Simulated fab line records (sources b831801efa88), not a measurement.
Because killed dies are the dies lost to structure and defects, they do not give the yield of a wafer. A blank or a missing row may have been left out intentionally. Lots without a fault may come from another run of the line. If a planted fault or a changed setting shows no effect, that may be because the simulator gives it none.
The tool behind it: which one?	flow gf180mcu	72 wafers from 24 lots sampled at 6 of the route's 602 steps

## WHAT THE GAUGES SHOWED, per wafer
GF_HV_LDD_TW_MEAS_50. Usual: HV_LDD_4_TW typically reads 574, with standard deviation 3.4.
lot	measured	on	HV_LDD_4_TW	flag
L074	day 12 10:55	film-metro-03	575 577 575	
L075	day 12 15:05	film-metro-04	577 575 579	
L076	day 12 19:50	film-metro-03	574 573 575	
L077	day 13 07:23	film-metro-04	573 576 575	
L078	day 13 12:44	film-metro-01	576 576 576	
L079	day 13 22:05	film-metro-04	577 577 574	
L080	day 14 11:10	film-metro-03	574 574 573	
L081	day 14 16:04	film-metro-01	571 569 571	
L082	day 14 23:17	film-metro-03	574 575 576	
L083	day 15 10:43	film-metro-01	571 569 570	
L084	day 15 18:07	film-metro-01	571 572 571	
L085	day 15 18:25	film-metro-04	580 580 574	
L086	day 16 09:32	film-metro-03	573 574 578	
L087	day 16 15:16	film-metro-01	568 570 568	
L088	day 17 09:44	film-metro-03	575 571 575	
L089	day 17 12:56	film-metro-01	567 570 573	
L090	day 17 14:25	film-metro-01	571 572 573	
L091	day 18 11:16	film-metro-04	579 580 580	
L092	day 18 21:10	film-metro-03	573 572 572	
L093	day 19 10:32	film-metro-03	577 578 576	
L094	day 19 11:19	film-metro-01	568 570 567	
L095	day 19 17:10	film-metro-03	578 577 574	
L096	day 20 06:08	film-metro-03	574 573 576	
L097	day 20 09:47	film-metro-03	579 578 575	

GF_PSD_OVL_MEAS_08. Usual: PSD_OVL typically reads 0.7 nm, with standard deviation 1.1.
lot	measured	on	PSD_OVL (nm)	flag
L074	day 14 06:38	overlay-02	0.9 0.5 0.5	
L075	day 14 10:14	overlay-01	1.0 0.5 -0.2	
L076	day 14 16:11	overlay-01	0.7 -0.1 1.1	
L077	day 15 05:02	overlay-01	0.2 -0.3 1.8	
L078	day 15 10:02	overlay-01	1.8 0.0 0.4	
L079	day 15 19:57	overlay-02	1.5 2.0 1.7	
L080	day 16 09:44	overlay-02	1.6 0.8 3.5	
L081	day 16 14:41	overlay-01	1.5 2.3 0.1	
L082	day 16 22:35	overlay-02	0.0 0.0 -0.1	
L083	day 17 11:50	overlay-01	1.4 1.9 -0.5	
L084	day 17 18:36	overlay-02	3.6 4.1 3.5	
L085	day 17 18:51	overlay-02	0.1 2.3 0.9	
L086	day 18 10:20	overlay-01	-0.5 2.1 1.5	
L087	day 18 17:08	overlay-02	0.0 -0.9 -0.9	
L088	day 19 11:59	overlay-01	0.9 0.4 1.7	
L089	day 19 15:56	overlay-02	2.0 0.1 3.4	
L090	day 19 18:53	overlay-02	0.5 0.3 1.2	
L091	day 20 14:56	overlay-02	-0.9 -0.3 -1.4	
L092	day 20 23:32	overlay-02	-0.2 0.0 -1.3	
L093	day 21 14:35	overlay-02	1.3 0.1 0.6	
L094	day 21 15:23	overlay-01	1.6 1.2 1.6	
L095	day 21 20:37	overlay-01	0.4 0.1 -1.4	
L096	day 22 09:05	overlay-02	1.2 0.2 1.2	
L097	day 22 11:44	overlay-01	-2.3 0.5 -1.5	

GF_PSD_TW_MEAS_11. Usual: PSD_TW typically reads 3216, with standard deviation 29.
lot	measured	on	PSD_TW	flag
L074	day 14 06:55	film-metro-02	3259 3278 3270	
L075	day 14 10:32	film-metro-02	3268 3262 3278	
L076	day 14 16:28	film-metro-02	3291 3261 3266	
L077	day 15 05:20	film-metro-02	3257 3241 3258	
L078	day 15 10:20	film-metro-01	3185 3204 3193	
L079	day 15 20:14	film-metro-03	3221 3214 3210	
L080	day 16 10:02	film-metro-03	3227 3235 3211	
L081	day 16 14:58	film-metro-01	3180 3196 3182	
L082	day 16 22:53	film-metro-01	3185 3185 3187	
L083	day 17 12:07	film-metro-02	3206 3219 3206	
L084	day 17 18:53	film-metro-02	3217 3214 3217	
L085	day 17 19:09	film-metro-03	3223 3240 3242	
L086	day 18 10:37	film-metro-02	3220 3208 3214	
L087	day 18 17:25	film-metro-01	3202 3183 3173	
L088	day 19 12:17	film-metro-02	3219 3194 3224	
L089	day 19 16:14	film-metro-03	3242 3219 3230	
L090	day 19 19:10	film-metro-02	3226 3226 3220	
L091	day 20 15:13	film-metro-01	3192 3162 3196	
L092	day 20 23:49	film-metro-01	3175 3188 3174	
L093	day 21 14:52	film-metro-02	3182 3195 3200	
L094	day 21 15:40	film-metro-02	3204 3223 3204	
L095	day 21 20:53	film-metro-03	3216 3224 3231	
L096	day 22 09:22	film-metro-03	3210 3202 3204	
L097	day 22 12:02	film-metro-03	3189 3187 3199	

GF_V3_THK_MEAS_03. Usual: V3_CVD_02_THK typically reads 851 nm, with standard deviation 11.
lot	measured	on	V3_CVD_02_THK (nm)	flag
L074	day 21 08:46	film-metro-02	833 844 851	
L075	day 21 15:41	film-metro-04	851 841 866	
L076	day 21 22:35	film-metro-03	840 832 853	
L077	day 22 13:47	film-metro-03	829 844 849	
L078	day 22 17:31	film-metro-03	847 849 862	
L079	day 23 07:14	film-metro-02	837 860 868	
L080	day 23 18:23	film-metro-03	853 858 850	
L081	day 23 21:58	film-metro-04	849 841 872	
L082	day 24 07:11	film-metro-03	847 852 855	
L083	day 24 18:53	film-metro-03	830 843 849	
L084	day 25 00:01	film-metro-02	843 837 855	
L085	day 25 01:45	film-metro-02	862 868 856	
L086	day 25 16:13	film-metro-03	843 843 855	
L087	day 25 23:26	film-metro-04	854 877 862	
L088	day 26 15:53	film-metro-03	848 845 861	
L089	day 26 17:22	film-metro-04	847 824 856	
L090	day 26 18:19	film-metro-04	870 855 866	
L091	day 27 13:17	film-metro-04	843 852 873	
L092	day 27 20:17	film-metro-02	852 846 864	
L093	day 28 08:35	film-metro-04	852 864 863	
L094	day 28 09:34	film-metro-02	845 837 848	
L095	day 28 14:11	film-metro-04	852 863 863	
L096	day 29 00:16	film-metro-02	851 846 856	
L097	day 29 02:17	film-metro-02	873 866 872	

## EACH LOT AND THE TOOL THAT RAN IT (in order: tool; ch and the chambers of the sampled wafers; start)
lot	GF_POLY_GATE_STRIP_14	GF_V2_SPUTTER_21
L074	plasma-asher-02 ch 0,1, day 9 04:35	pvd-sputter-03, day 20 06:53
L075	plasma-asher-02 ch 0,1, day 9 10:17	pvd-sputter-03, day 20 13:37
L076	plasma-asher-02 ch 0,1, day 9 16:59	pvd-sputter-01, day 20 20:35
L077	plasma-asher-02 ch 0, day 10 01:35	pvd-sputter-04, day 21 12:25
L078	plasma-asher-03 ch 0,1, day 10 06:26	pvd-sputter-04, day 21 16:07
L079	plasma-asher-02 ch 0,1, day 10 14:07	pvd-sputter-04, day 22 06:20
L080	plasma-asher-01 ch 0,1, day 11 01:05	pvd-sputter-03, day 22 17:41
L081	plasma-asher-03 ch 0,1, day 11 04:38	pvd-sputter-04, day 22 21:44
L082	plasma-asher-03 ch 0,1, day 11 12:56	pvd-sputter-01, day 23 07:01
L083	plasma-asher-02 ch 0,1, day 11 22:23	pvd-sputter-03, day 23 18:50
L084	plasma-asher-02 ch 0,1, day 12 05:23	pvd-sputter-04, day 24 00:08
L085	plasma-asher-03 ch 0,1, day 12 05:32	pvd-sputter-03, day 24 01:35
L086	plasma-asher-03 ch 0,1, day 12 16:26	pvd-sputter-03, day 24 16:16
L087	plasma-asher-02 ch 0, day 12 22:20	pvd-sputter-01, day 25 00:01
L088	plasma-asher-02 ch 0,1, day 13 12:50	pvd-sputter-01, day 25 16:35
L089	plasma-asher-03 ch 0,1, day 13 15:47	pvd-sputter-03, day 25 18:53
L090	plasma-asher-01 ch 0,1, day 13 18:38	pvd-sputter-03, day 25 20:26
L091	plasma-asher-01 ch 0,1, day 14 14:08	pvd-sputter-01, day 26 14:59
L092	plasma-asher-03 ch 0,1, day 14 23:26	pvd-sputter-03, day 26 21:52
L093	plasma-asher-03 ch 0,1, day 15 10:56	pvd-sputter-01, day 27 11:44
L094	plasma-asher-03 ch 0,1, day 15 12:17	pvd-sputter-03, day 27 12:32
L095	plasma-asher-03 ch 0,1, day 15 18:17	pvd-sputter-01, day 27 16:38
L096	plasma-asher-03 ch 0,1, day 16 05:20	pvd-sputter-03, day 28 03:24
L097	plasma-asher-03 ch 0,1, day 16 08:08	pvd-sputter-03, day 28 05:00
- GF_POLY_GATE_STRIP_14: strips in O2/N2.
- GF_V2_SPUTTER_21: material Ti, target thk 15 nm, time 80.02 s.

## WHAT THE TOOLS THEMSELVES READ (means of the sampled wafers that have a number; where no wafer has one, the mark that the record gives instead)
GF_POLY_GATE_STRIP_14. Usual: drypump-motor-current-A 5.7 A, standard deviation 0.4; heater-power-w 347 W, standard deviation 27; oes-product-au 0.508 a.u., standard deviation 0.0047.
lot	tool	drypump-motor-current-A (A)	heater-power-w (W)	oes-product-au (a.u.)	flag
L074	plasma-asher-02	5.3	361	0.507	
L075	plasma-asher-02	5.6	375	0.507	
L076	plasma-asher-02	5.6	378	0.509	
L077	plasma-asher-02	5.0	339	0.508	
L078	plasma-asher-03	5.7	333	0.504	
L079	plasma-asher-02	5.6	382	0.508	
L080	plasma-asher-01	6.5	348	0.507	
L081	plasma-asher-03	5.7	334	0.510	
L082	plasma-asher-03	5.7	323	0.513	
L083	plasma-asher-02	5.6	379	0.513	
L084	plasma-asher-02	5.3	357	0.509	
L085	plasma-asher-03	5.7	334	0.504	
L086	plasma-asher-03	5.7	337	0.502	
L087	plasma-asher-02	5.0	343	0.505	
L088	plasma-asher-02	5.6	386	0.506	
L089	plasma-asher-03	5.7	333	0.508	
L090	plasma-asher-01	6.5	348	0.512	
L091	plasma-asher-01	6.5	348	0.508	
L092	plasma-asher-03	5.7	335	0.509	
L093	plasma-asher-03	5.6	322	0.506	
L094	plasma-asher-03	5.6	331	0.508	
L095	plasma-asher-03	5.7	328	0.509	
L096	plasma-asher-03	5.6	323	0.513	
L097	plasma-asher-03	5.7	328	0.508	

GF_V2_SPUTTER_21. Usual: substrate-temp-c 200.00 C, standard deviation 0.17; throttle-valve-pct 29.7 %, standard deviation 1.4.
lot	tool	substrate-temp-c (C)	throttle-valve-pct (%)	flag
L074	pvd-sputter-03	200.23	31.3	
L075	pvd-sputter-03	200.05	31.3	
L076	pvd-sputter-01	200.12	30.4	
L077	pvd-sputter-04	200.06	29.9	
L078	pvd-sputter-04	199.87	30.1	
L079	pvd-sputter-04	199.97	30.3	
L080	pvd-sputter-03	200.02	28.6	
L081	pvd-sputter-04	199.92	30.2	
L082	pvd-sputter-01	200.11	29.6	
L083	pvd-sputter-03	199.98	29.2	
L084	pvd-sputter-04	200.11	29.9	
L085	pvd-sputter-03	200.02	28.7	
L086	pvd-sputter-03	200.00	28.9	
L087	pvd-sputter-01	200.14	30.4	
L088	pvd-sputter-01	200.21	29.3	
L089	pvd-sputter-03	200.06	30.1	
L090	pvd-sputter-03	199.99	30.1	
L091	pvd-sputter-01	200.05	29.7	
L092	pvd-sputter-03	199.89	30.9	
L093	pvd-sputter-01	200.05	30.6	
L094	pvd-sputter-03	199.99	28.6	
L095	pvd-sputter-01	200.09	30.5	
L096	pvd-sputter-03	199.93	30.2	
L097	pvd-sputter-03	200.07	30.0	

## THE ANSWER, worked out from the rows above alone
Rule: a lot counts as off when the mean over its wafers that have a number is more than 3 standard deviations away from the usual mean. A lot without any number at a reading at which 4 lots or more have one is off too. All remaining lots with rows at the step are treated as sound. After the gauges, taken in route order, come the tools' own readings; for these a lot's mean is taken, as printed above. The first step at which some lot is off is used, and at that step the reading that is off furthest; a lot without a number counts as furthest.
None of the lots is off at any reading shown; this tells nothing.

## WHAT THE SIMULATOR HAD INSERTED
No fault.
